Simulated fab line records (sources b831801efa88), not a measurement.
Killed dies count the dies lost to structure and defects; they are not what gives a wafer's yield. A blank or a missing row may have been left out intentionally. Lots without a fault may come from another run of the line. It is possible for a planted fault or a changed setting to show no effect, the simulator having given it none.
Split-lot experiment	flow sfq line	23 wafers read across 5 lots, on a route 325 steps long

ABOUT THE SPLIT
At SFQ_TRILAYER_A5C_DEP_PECVD_142 (deposits SiO2 from SiH4/N2O, time 15.556 s, target thk 70 nm), the setting time s was moved away from the recipe's 15.556 s on 7 of the 23 wafers read, by -10.2% to +8.7%. For the rest of the wafers, this setting stayed at what the recipe calls for.

The reading is taken at the split's own step.

THE READING
SiO2_of_TRILAYER_A5C_DEP_PECVD_142.thk nm (the simulator's own value, which no gauge read), in nm, at SFQ_TRILAYER_A5C_DEP_PECVD_142 (deposits SiO2 from SiH4/N2O, time 15.556 s, target thk 70 nm). There is no usual value for it anywhere in the file. Average 69.60 nm, standard deviation 0.98 nm, over the 16 wafers here run with the recipe.

wafer	tool, chamber at the split	time s as run, s	against the recipe	SiO2_of_TRILAYER_A5C_DEP_PECVD_142.thk nm, nm	against lot-mates on the recipe
L080.2	pecvd-04, 2	15.556	recipe	69.03	-
L080.3	pecvd-04, 0	13.97	-10.2%	62.74	-7.60
L080.4	pecvd-04, 0	15.556	recipe	70.93	-
L080.5	pecvd-04, 2	13.97	-10.2%	63.1	-7.24
L080.6	pecvd-04, 1	15.556	recipe	71.05	-
L081.1	pecvd-02, 2	15.556	recipe	69.38	-
L081.2	pecvd-02, 0	15.556	recipe	68	-
L081.3	pecvd-02, 1	15.556	recipe	68.52	-
L082.1	pecvd-02, 1	16.91	+8.7%	75.14	+5.40
L082.2	pecvd-02, 2	16.91	+8.7%	75.71	+5.97
L082.3	pecvd-02, 0	15.556	recipe	69.05	-
L082.4	pecvd-02, 2	16.91	+8.7%	77.38	+7.64
L082.5	pecvd-02, 1	15.556	recipe	70.43	-
L084.1	pecvd-02, 2	15.556	recipe	69.92	-
L084.2	pecvd-02, 0	15.556	recipe	68.64	-
L084.4	pecvd-02, 2	15.556	recipe	71.03	-
L084.5	pecvd-02, 1	14.65	-5.8%	65.69	-4.17
L084.6	pecvd-02, 0	14.65	-5.8%	66.43	-3.43
L085.1	pecvd-02, 0	15.556	recipe	69.02	-
L085.2	pecvd-02, 1	15.556	recipe	68.46	-
L085.3	pecvd-02, 2	15.556	recipe	69.6	-
L085.5	pecvd-02, 1	15.556	recipe	69.68	-
L085.6	pecvd-02, 2	15.556	recipe	70.84	-

THE FIT
A straight line over all 23 wafers: SiO2_of_TRILAYER_A5C_DEP_PECVD_142.thk nm changes by +0.691 nm for each +1% of time s; r = +0.96; the points scatter about the line by 0.96 nm.
The same after taking each lot's own level away (the mean of its wafers on the recipe; 23 wafers): +0.718 nm for each +1%; r = +0.97; scatter 0.81 nm.
On that fit, the largest move of time s shifts the reading by 7.3 nm.
From 68.633 to 70.337 nm: that is the span of the lots' own levels, equal to 1.7 times the standard deviation above.
Hence the lot-to-lot level has little effect on the slope; both slopes agree.
Check: with one of the wafers moved furthest among these (-10.2%) left out of the fit, the line predicts -7.19 nm for it against its lot-mates. Against them it came out at -7.6 nm.

THE OTHER SPLITS THESE WAFERS WENT THROUGH
Other splits were also applied to these wafers ahead of the reading. Each is held against what the fit with the lots' levels taken away leaves over:
other split on the same wafers	wafers away from the commonest value	r with SiO2_of_TRILAYER_A5C_DEP_PECVD_142.thk nm (lot level and that fit taken away)
SFQ_TRILAYER_JJ_CE_LITHO_PEB_117 peb temp c	4	+0.06
SFQ_TRILAYER_M5_LITHO_COAT_123 resist thk nm	8	-0.18
SFQ_TRILAYER_R5_DEP_SPUTTER_133 time s	8	-0.05
SFQ_TRILAYER_R5_LITHO_EXPOSE_137 dose mj	4	-0.13

FILE'S OWN FIT
SiO2_of_TRILAYER_A5C_DEP_PECVD_142.thk nm changes by +0.716 nm for each +1% of time s, r = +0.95.
